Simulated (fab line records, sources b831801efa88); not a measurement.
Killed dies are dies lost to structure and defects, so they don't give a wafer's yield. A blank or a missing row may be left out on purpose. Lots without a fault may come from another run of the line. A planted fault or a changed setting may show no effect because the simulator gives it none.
Tool commonality check | flow gf180mcu | 13 lots, 42 wafers sampled

WHY IT WAS OPENED
At GF_MVPSD_TW_MEAS_11 the reading MVPSD_TW is flagged on 1 of 13 lots. Wafers without a fault read 550, standard deviation 5.7.
Rule: a lot is flagged when every wafer of it that has a number lies more than 4 standard deviations from that mean, or none has a number. The other lots count as sound.

lot  | measured     | on            | MVPSD_TW, wafer by wafer | flag
L227 | day 5 00:26  | film_metro-01 | 545 550 548              |
L229 | day 5 11:02  | film_metro-04 | 542 546 544              |
L231 | day 6 02:26  | film_metro-01 | 548 547 548              |
L232 | day 6 05:25  | film_metro-02 | 558 557 557              |
L233 | day 6 11:41  | film_metro-01 | 547 546 549              |
L234 | day 6 23:53  | film_metro-02 | 555 554 556              |
L236 | day 7 10:44  | film_metro-01 | 545 543 545              |
L239 | day 8 02:11  | film_metro-01 | 551 551 551              |
L243 | day 9 01:26  | film_metro-01 | 30 29 30 30 30 30        | FLAGGED
L247 | day 10 02:52 | film_metro-01 | 550 551 546              |
L248 | day 10 07:29 | film_metro-01 | 551 548 549              |
L249 | day 10 11:38 | film_metro-01 | 550 553 550              |
L250 | day 10 18:28 | film_metro-02 | 561 560 560              |
The numbers of the flagged lots are 30 on average: -520 against the usual, or -91 standard deviations.

WHICH TOOL RAN EACH LOT
The record holds 1 process step before the reading, out of a route of 602 steps. In each cell: the tool, then ch and the chambers that the sampled wafers went through, then the start.
lot  | flag    | GF_MVPSD_EXPOSE_04
L227 |         | iline_stepper-01 ch 0, day 4 17:14
L229 |         | iline_stepper-02 ch 0, day 5 03:41
L231 |         | iline_stepper-01 ch 0, day 5 18:50
L232 |         | iline_stepper-01 ch 0, day 5 21:56
L233 |         | iline_stepper-02 ch 0, day 6 04:06
L234 |         | iline_stepper-01 ch 0, day 6 15:49
L236 |         | iline_stepper-02 ch 0, day 7 02:23
L239 |         | iline_stepper-02 ch 0, day 7 17:38
L243 | FLAGGED | iline_stepper-02 ch 0, day 8 17:22
L247 |         | iline_stepper-01 ch 0, day 9 18:13
L248 |         | iline_stepper-02 ch 0, day 9 23:08
L249 |         | iline_stepper-02 ch 0, day 10 02:35
L250 |         | iline_stepper-01 ch 0, day 10 08:58
What these steps do:
- GF_MVPSD_EXPOSE_04: exposes mask MVPSD, target cd 1000 nm.
- GF_MVPSD_TW_MEAS_11

FLAGGED OVER TOTAL, TOOL BY TOOL (the gauges that took the reading come last)
step                | tool             | lots run | flagged | share of the flagged lots | sound lots run after its first flagged lot
GF_MVPSD_EXPOSE_04  | iline_stepper-01 | 6        | 0       | none                      | -
GF_MVPSD_EXPOSE_04  | iline_stepper-02 | 7        | 1       | all                       | 2 (L248,L249)
GF_MVPSD_TW_MEAS_11 | film_metro-01    | 9        | 1       | all                       | 3 (L247,L248,L249)
GF_MVPSD_TW_MEAS_11 | film_metro-02    | 3        | 0       | none                      | -
GF_MVPSD_TW_MEAS_11 | film_metro-04    | 1        | 0       | none                      | -

WHAT THE TABLE ALLOWS
2 rows of the table ran every flagged lot: iline_stepper-02 at GF_MVPSD_EXPOSE_04, film_metro-01 at GF_MVPSD_TW_MEAS_11.
- iline_stepper-02 at GF_MVPSD_EXPOSE_04: 1 of its 7 lots flagged. Sound lots ran on it after the first flagged one (L248, L249), which a lasting fault on the whole tool wouldn't allow.
- film_metro-01 at GF_MVPSD_TW_MEAS_11: 1 of its 9 lots flagged. Sound lots ran on it after the first flagged one (L247, L248, L249), which a lasting fault on the whole tool wouldn't allow.
No row of the table ran every flagged lot and no sound lot after the first.

WHAT THE SIMULATOR HAD PUT IN
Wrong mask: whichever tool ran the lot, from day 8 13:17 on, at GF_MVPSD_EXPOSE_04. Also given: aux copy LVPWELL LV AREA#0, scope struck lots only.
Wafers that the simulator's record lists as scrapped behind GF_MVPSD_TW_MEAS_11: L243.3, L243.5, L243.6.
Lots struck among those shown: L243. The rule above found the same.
